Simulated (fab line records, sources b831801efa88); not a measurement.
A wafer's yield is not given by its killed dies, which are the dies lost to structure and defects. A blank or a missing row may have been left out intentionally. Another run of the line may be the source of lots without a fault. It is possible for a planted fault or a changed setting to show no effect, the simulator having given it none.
Which tool did it? | flow sky130 | 10 lots, 30 wafers sampled, at 6 steps of a route of 708

WHAT THE GAUGES READ, wafer by wafer
SKY_LOCAL_INTERCONNECT_RS_MEAS_01: measurement is done with a four-point probe. Usual: LOCAL_INTERCONNECT_TIN_RS gives 14.19 ohm/sq (standard deviation 0.14).
lot  | measured     | on           | LOCAL_INTERCONNECT_TIN_RS (ohm/sq) | flag
L646 | day 29 14:51 | filmMetro-01 | 14.07 14.11 14.35                  | 
L647 | day 30 01:38 | filmMetro-04 | 14.16 14.09 14.09                  | 
L650 | day 30 13:05 | filmMetro-04 | 14.37 14.33 14.31                  | 
L649 | day 30 16:59 | filmMetro-04 | 14.12 14.01 14.15                  | 
L653 | day 31 20:23 | filmMetro-01 | 14.04 14.22 14.07                  | 
L658 | day 33 11:56 | filmMetro-01 | 18.03 17.87 17.84                  | OFF
L660 | day 34 03:23 | filmMetro-04 | 18.01 17.81 17.95                  | OFF
L665 | day 35 17:32 | filmMetro-02 | 14.13 14.29 14.36                  | 
L666 | day 36 02:24 | filmMetro-01 | 14.07 14.23 14.22                  | 
L668 | day 36 08:40 | filmMetro-01 | 14.36 14.18 14.21                  | 

SKY_LOCAL_INTERCONNECT_THK_MEAS_02: measures by xrf. Usual: LOCAL_INTERCONNECT_TIN_THK gives 97.6 nm (standard deviation 0.9).
lot  | measured     | on           | LOCAL_INTERCONNECT_TIN_THK (nm) | flag
L646 | day 29 14:57 | filmMetro-01 | 100.0 99.2 97.5                 | 
L647 | day 30 01:45 | filmMetro-04 | 97.4 98.2 98.1                  | 
L650 | day 30 13:11 | filmMetro-04 | 96.1 96.4 96.4                  | 
L649 | day 30 17:05 | filmMetro-04 | 97.5 98.7 97.7                  | 
L653 | day 31 20:29 | filmMetro-01 | 98.7 97.7 98.5                  | 
L658 | day 33 12:03 | filmMetro-01 | 77.8 78.0 78.7                  | OFF
L660 | day 34 03:29 | filmMetro-04 | 77.8 78.7 78.3                  | OFF
L665 | day 35 17:39 | filmMetro-02 | 97.5 96.5 96.1                  | 
L666 | day 36 02:31 | filmMetro-01 | 98.5 97.6 97.5                  | 
L668 | day 36 08:46 | filmMetro-01 | 96.6 97.5 97.2                  | 

WHICH TOOL RAN EACH LOT (tool, then ch and the chambers of the sampled wafers, then the start)
lot  | SKY_LI_CONTACT_ETCH_15            | SKY_LI_CONTACT_STRIP_16             | SKY_LI_CONTACT_SPUTTER_20   | SKY_LOCAL_INTERCONNECT_SPUTTER_00
L646 | rieDiel-03 ch 0,1, day 29 13:38   | plasmaAsher-03 ch 0,1, day 29 13:45 | pvdSputter-04, day 29 14:05 | pvdSputter-03, day 29 14:45
L647 | rieDiel-04 ch 1,2,3, day 30 00:25 | plasmaAsher-02 ch 0,1, day 30 00:31 | pvdSputter-03, day 30 00:54 | pvdSputter-02, day 30 01:34
L650 | rieDiel-02 ch 0,1,3, day 30 11:52 | plasmaAsher-02 ch 0,1, day 30 11:58 | pvdSputter-02, day 30 12:20 | pvdSputter-01, day 30 13:00
L649 | rieDiel-02 ch 2,3, day 30 15:45   | plasmaAsher-02 ch 0,1, day 30 15:52 | pvdSputter-04, day 30 16:13 | pvdSputter-03, day 30 16:53
L653 | rieDiel-03 ch 1,3, day 31 19:11   | plasmaAsher-01 ch 0,1, day 31 19:16 | pvdSputter-02, day 31 19:38 | pvdSputter-01, day 31 20:18
L658 | rieDiel-04 ch 0,1,3, day 33 10:45 | plasmaAsher-01 ch 0,1, day 33 10:50 | pvdSputter-04, day 33 11:12 | pvdSputter-01, day 33 11:52
L660 | rieDiel-04 ch 1,2,3, day 34 02:10 | plasmaAsher-01 ch 0,1, day 34 02:16 | pvdSputter-03, day 34 02:38 | pvdSputter-01, day 34 03:18
L665 | rieDiel-03 ch 0,1,3, day 35 16:20 | plasmaAsher-03 ch 0,1, day 35 16:25 | pvdSputter-04, day 35 16:48 | pvdSputter-02, day 35 17:28
L666 | rieDiel-04 ch 0,1,2, day 36 01:12 | plasmaAsher-01 ch 0,1, day 36 01:17 | pvdSputter-04, day 36 01:40 | pvdSputter-02, day 36 02:20
L668 | rieDiel-03 ch 2,3, day 36 07:27   | plasmaAsher-03 ch 0,1, day 36 07:32 | pvdSputter-04, day 36 07:54 | pvdSputter-02, day 36 08:34
- SKY_LI_CONTACT_ETCH_15: etches PSG in C4F8/O2/Ar, stops on Si, target depth 600 nm.
- SKY_LI_CONTACT_STRIP_16: strips in O2/N2.
- SKY_LI_CONTACT_SPUTTER_20: material TiN, target thk 20 nm, time 80 s.
- SKY_LOCAL_INTERCONNECT_SPUTTER_00: material TiN, target thk 100 nm, time 83.3 s.

WHAT THE TOOLS THEMSELVES READ (means of the sampled wafers that have a number; where no wafer has one, the mark that the record gives instead)
SKY_LI_CONTACT_ETCH_15. Usual: oesProductAu 0.838 a.u., standard deviation 0.0041.
lot  | tool       | oesProductAu (a.u.) | flag
L646 | rieDiel-03 | 0.838               | 
L647 | rieDiel-04 | 0.843               | 
L650 | rieDiel-02 | 0.838               | 
L649 | rieDiel-02 | 0.838               | 
L653 | rieDiel-03 | 0.838               | 
L658 | rieDiel-04 | 0.837               | 
L660 | rieDiel-04 | 0.842               | 
L665 | rieDiel-03 | 0.838               | 
L666 | rieDiel-04 | 0.836               | 
L668 | rieDiel-03 | 0.839               | 

SKY_LI_CONTACT_STRIP_16. Usual: drypumpMotorCurrentA 5.7 A, standard deviation 0.51; n2FlowSccm 300.0 sccm, standard deviation 1; oesProductAu 0.377 a.u., standard deviation 0.0047; stripTimeToEndpointS 3.513 s, standard deviation 0.029.
lot  | tool           | drypumpMotorCurrentA (A) | n2FlowSccm (sccm) | oesProductAu (a.u.) | stripTimeToEndpointS (s) | flag
L646 | plasmaAsher-03 | 5.9                      | 300.5             | 0.376               | 3.478                    | 
L647 | plasmaAsher-02 | 5.4                      | 299.8             | 0.377               | 3.547                    | 
L650 | plasmaAsher-02 | 5.6                      | 299.7             | 0.372               | 3.542                    | 
L649 | plasmaAsher-02 | 5.4                      | 300.9             | 0.375               | 3.526                    | 
L653 | plasmaAsher-01 | 5.5                      | 301.1             | 0.376               | 3.488                    | 
L658 | plasmaAsher-01 | 5.5                      | 300.1             | 0.374               | 3.492                    | 
L660 | plasmaAsher-01 | 5.4                      | 299.9             | 0.373               | 3.506                    | 
L665 | plasmaAsher-03 | 6.0                      | 299.3             | 0.380               | 3.468                    | 
L666 | plasmaAsher-01 | 5.4                      | 299.4             | 0.376               | 3.545                    | 
L668 | plasmaAsher-03 | 6.3                      | 299.5             | 0.379               | 3.499                    | 

SKY_LI_CONTACT_SPUTTER_20. Usual: throttleValvePct 30.1 %, standard deviation 1.2.
lot  | tool          | throttleValvePct (%) | flag
L646 | pvdSputter-04 | 30.9                 | 
L647 | pvdSputter-03 | 29.9                 | 
L650 | pvdSputter-02 | 29.2                 | 
L649 | pvdSputter-04 | 30.6                 | 
L653 | pvdSputter-02 | 28.7                 | 
L658 | pvdSputter-04 | 30.3                 | 
L660 | pvdSputter-03 | 30.8                 | 
L665 | pvdSputter-04 | 30.8                 | 
L666 | pvdSputter-04 | 30.9                 | 
L668 | pvdSputter-04 | 31.5                 | 

SKY_LOCAL_INTERCONNECT_SPUTTER_00. Usual: throttleValvePct 29.5 %, standard deviation 0.86.
lot  | tool          | throttleValvePct (%) | flag
L646 | pvdSputter-03 | 30.9                 | 
L647 | pvdSputter-02 | 29.1                 | 
L650 | pvdSputter-01 | 29.7                 | 
L649 | pvdSputter-03 | 30.4                 | 
L653 | pvdSputter-01 | 29.8                 | 
L658 | pvdSputter-01 | 30.0                 | 
L660 | pvdSputter-01 | 28.8                 | 
L665 | pvdSputter-02 | 28.9                 | 
L666 | pvdSputter-02 | 28.9                 | 
L668 | pvdSputter-02 | 29.1                 | 

THE ANSWER, worked out from the rows above alone
Rule: a lot is off if the mean of its wafers that have a number lies more than 3 standard deviations from the usual mean. A lot without any number at a reading at which 4 lots or more have one is off too. Where the step has rows for the other lots, those lots are counted as sound. Order of review: gauges by route order, followed by the tools' own readings, for which a lot's mean as printed above is used. At the first step where some lot is off, the reading lying furthest off is the one used; lots without a number count as furthest.
Off: at SKY_LOCAL_INTERCONNECT_RS_MEAS_01 (LOCAL_INTERCONNECT_TIN_RS), L658, L660.
A tool fits if, at a process step before that reading, it ran every lot that is off, and no sound lot after the first of them. Gauges at SKY_LOCAL_INTERCONNECT_RS_MEAS_01: tried the same way as those tools. One fits: SKY_LOCAL_INTERCONNECT_SPUTTER_00 on pvdSputter-01. Its last sound lot is L653 (day 31 20:18), its first lot that is off L658 (day 33 11:52): a fault that began between those two fits.

WHAT WAS PUT IN BY THE SIMULATOR
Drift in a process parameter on pvdSputter-01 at SKY_LOCAL_INTERCONNECT_SPUTTER_00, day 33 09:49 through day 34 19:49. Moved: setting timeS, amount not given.
Struck lots among those shown: L658, L660. Same finding as the rule above.
